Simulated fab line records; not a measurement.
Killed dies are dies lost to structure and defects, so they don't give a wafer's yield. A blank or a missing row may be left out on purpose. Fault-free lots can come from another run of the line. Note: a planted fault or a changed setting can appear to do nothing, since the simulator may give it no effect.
Comparing a struck lot with a sound one :: flow gf180mcu :: 18 out of 602 route steps
Sound: wafers L238.2, L238.3, L238.5. Struck: wafers L252.2, L252.3, L252.4. The cause is given at the end.
For every step that has rows: the tool of each side, followed by ch and its chambers, followed by its first start. Under that, the readings that differ: sound wafers :: struck wafers :: difference of the means :: sigmas: that difference in standard deviations of wafers without a fault.
alike: words and numbers the same on both sides, and readings whose means are apart by under 2 such deviations; not compared: readings that were withheld, readings missing a value for some wafer, numbers with overlapping values and no deviation given by the record, and bounds like >300 which may hide the same value.
Wherever a step has rows on one side only, a row that says differs or no value, or a row with sigmas, the two part there. Numbers that have no deviation but don't overlap get no sigmas and don't part them. Lack of a reading on every wafer of one side parts them only where that side has two or more wafers.

first, 3 steps without rows for these wafers: GF_V2_EXPOSE_11 (exposes mask Via2, target cd 260 nm); GF_V2_PEB_12 (peb time 90 s); GF_V2_DEVELOP_13 (develop time 60 s).
GF_V2_CD_MEAS_14: target cd 260 nm.
  struck on cd_sem-01, day 26 10:34; sound on cd_sem-01, day 20 23:34
  alike: cd_nm
GF_V2_OVL_MEAS_15:
  struck on overlay-01, day 26 10:40; sound on overlay-02, day 20 23:41
  alike: V2_OVL
GF_V2_ETCH_16: etches BARC in N2/H2.
  sound on rie_diel-04 ch 0,1,3, day 20 23:43; struck on rie_diel-02 ch 0,1,3, day 26 10:42
  alike: drypump_motor_current_A, oes_product_au, throttle_valve_pct
GF_V2_ETCH_17: etches SiO2 in C4F8/O2/Ar, stops on TiN, target depth 630 nm.
  sound on rie_diel-04 ch 0,1,3; struck on rie_diel-02 ch 0,1,3
  alike: oes_product_au
GF_V2_STRIP_18: strips in O2/N2.
  sound on plasma_asher-03 ch 0,1, day 20 23:50; struck on plasma_asher-04 ch 0,1, day 26 10:50
  alike: drypump_motor_current_A, heater_power_w, oes_product_au
  not compared: rf_hours_counter_h
then, 2 steps without rows for these wafers: GF_V2_STRIP_19 (strips in post etch residue remover, time 1200 s); GF_V2_CLEAN_20 (cleans in DIW).
GF_V2_SPUTTER_21: material Ti, target thk 15 nm, time 80.02 s.
  struck on pvd_sputter-02, day 26 11:23; sound on pvd_sputter-04, day 21 00:23
  alike: cathode_dc_power_W, throttle_valve_pct
GF_V2_SPUTTER_22: material TiN, target thk 10 nm, time 40 s.
  struck on pvd_sputter-02, day 26 11:27; sound on pvd_sputter-04, day 21 00:26
  alike: cathode_dc_power_W, throttle_valve_pct
GF_V2_CVD_23: deposits W, target thk 350 nm, time 104.94 s.
  sound on cvd_w-02 ch 0,1, day 21 00:29; struck on cvd_w-02 ch 0,1, day 26 11:29
reading: model.W_of_V2_CVD_23.thk_nm (nm)
sound: 341.4 352.8 342.7
struck: 295.3 296.6 299.9
difference: -48.4
sigmas: 
  alike: heater_power_w
GF_V2_RS_MEAS_24: a four-point-probe measurement.
  struck on film_metro-02, day 26 11:38; sound on film_metro-02, day 21 00:37
reading: V2_W_RS (ohm/sq)
sound: 0.337 0.325 0.335
struck: 0.389 0.388 0.384
difference: +0.055
sigmas: +12
GF_V2_THK_MEAS_25: measures by xrf.
  struck on film_metro-02, day 26 11:44; sound on film_metro-02, day 21 00:43
reading: V2_W_THK (nm)
sound: 340 352 341
struck: 291 293 297
difference: -51
sigmas: -10
GF_V2_CMP_26: polishes, stops on SiO2, t overpolish 15 s, target thk 0 nm.
  sound on cmp-02 ch 0,3, day 21 00:46; struck on cmp-01 ch 0,1,3, day 26 11:50
  alike: motor_current_A, time_to_endpoint_s
then, 2 steps without rows for these wafers: GF_M3_SPUTTER_00 (material Ti, target thk 37.5 nm, time 150 s); GF_PASSIVATION_PROBE_99.

WHERE THEY PART
First at GF_V2_RS_MEAS_24; last, within this record, at GF_V2_THK_MEAS_25. Later steps at which nothing parts them and some readings are alike: GF_V2_CMP_26.

WHY: the cause the simulator had injected
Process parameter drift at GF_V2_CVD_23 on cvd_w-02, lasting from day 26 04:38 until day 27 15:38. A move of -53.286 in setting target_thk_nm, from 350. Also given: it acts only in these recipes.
